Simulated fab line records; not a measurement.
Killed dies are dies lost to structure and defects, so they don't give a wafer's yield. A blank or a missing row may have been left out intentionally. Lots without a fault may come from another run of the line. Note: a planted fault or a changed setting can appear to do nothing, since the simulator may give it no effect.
Matching of chambers | flow sky130 | SKY_LI_CONTACT_CMP_24 on cmp-02: 4 sister chambers
The step polishes, stops on PSG, t overpolish 20 s, target thk 0 nm. 22 wafers are shown with their chamber, then 11 later ones without.

WAFERS PAIRED WITH THEIR CHAMBERS
wafer  | chamber | motor-current-A (A) | time-to-endpoint-s (s) | overpolish-run-s (s)
L768.4 | 2       | 14.0                | 95                     | 19.990
L768.5 | 0       | 10.3                | 91                     | 19.997
L768.6 | 1       | 10.1                | 95                     | 19.983
L769.2 | 2       | 13.4                | 93                     | 19.990
L769.4 | 1       | 9.6                 | 97                     | 19.994
L769.6 | 0       | 10.4                | 96                     | 20.002
L770.2 | 2       | 13.0                | 95                     | 20.006
L770.3 | 3       | 11.2                | 95                     | 20.001
L770.4 | 0       | 10.5                | 94                     | 19.997
L771.1 | 3       | 10.9                | 95                     | 19.996
L771.2 | 1       | 10.1                | 102                    | 19.998
L771.6 | 3       | 11.4                | 98                     | 19.988
L772.1 | 0       | 10.3                | 96                     | 20.019
L772.3 | 3       | 11.8                | 97                     | 19.999
L772.6 | 0       | 10.9                | 96                     | 19.999
L776.1 | 2       | 12.8                | 91                     | 20.002
L776.3 | 0       | 10.5                | 94                     | 20.002
L776.6 | 3       | 11.7                | 93                     | 20.012
L779.2 | 2       | 12.7                | 95                     | 20.015
L779.3 | 3       | 11.2                | 97                     | 19.987
L779.5 | 0       | 10.6                | 97                     | 20.000
L790.1 | 0       | 10.8                | 95                     | 19.986

SIGNATURES (averages over the wafers above)
reading            | chamber 0 | chamber 1 | chamber 2 | chamber 3 | scatter within a chamber
motor-current-A    | 10.537    | 9.933     | 13.180    | 11.367    | 0.35
time-to-endpoint-s | 94.88     | 98.00     | 93.80     | 95.83     | 2.11
overpolish-run-s   | 20.00025  | 19.99167  | 20.00060  | 19.99717  | 0.00941
Rule: a wafer lies at a distance from a chamber equal to the root of the sum of squares, over the readings, of (its reading less the chamber's mean, divided by the reading's scatter). The wafer belongs to the nearest chamber; if the next one is less than 2 further off, it can't be placed. The scatter: take each reading less its chamber's mean, square it, sum over the shown wafers, divide by the number of wafers less the number of chambers, and take the root.

WAFERS WHOSE CHAMBER IS MISSING
wafer  | motor-current-A (A) | time-to-endpoint-s (s) | overpolish-run-s (s)
L790.5 | 11.5                | 96                     | 20.004
L790.6 | 10.1                | 94                     | 20.007
L787.2 | 10.2                | 97                     | 19.991
L787.3 | 11.4                | 100                    | 19.992
L787.4 | 10.4                | 94                     | 19.992
L789.1 | 9.7                 | 95                     | 19.995
L789.2 | 12.8                | 93                     | 19.994
L789.5 | 10.6                | 93                     | 19.999
L788.1 | 12.7                | 93                     | 20.006
L788.3 | 10.0                | 93                     | 19.996
L788.5 | 9.7                 | 97                     | 19.994

THE CHAMBER EACH PASSED THROUGH
wafer  | from the rows above          | in truth
L790.5 | 3                            | 3
L790.6 | can't be placed: 0 or 1      | 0
L787.2 | can't be placed: 1 or 0      | 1
L787.3 | can't be placed: 3 or 0      | 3
L787.4 | can't be placed: 0 or 1 or 3 | 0
L789.1 | can't be placed: 1 or 0      | 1
L789.2 | 2                            | 2
L789.5 | can't be placed: 0 or 3      | 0
L788.1 | 2                            | 2
L788.3 | can't be placed: 0 or 1      | 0
L788.5 | can't be placed: 1 or 0      | 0
Placed correctly: 3 of 11. Not placeable from these rows: 8 (in 8, the candidates include the true chamber). Number placed wrongly: 0.
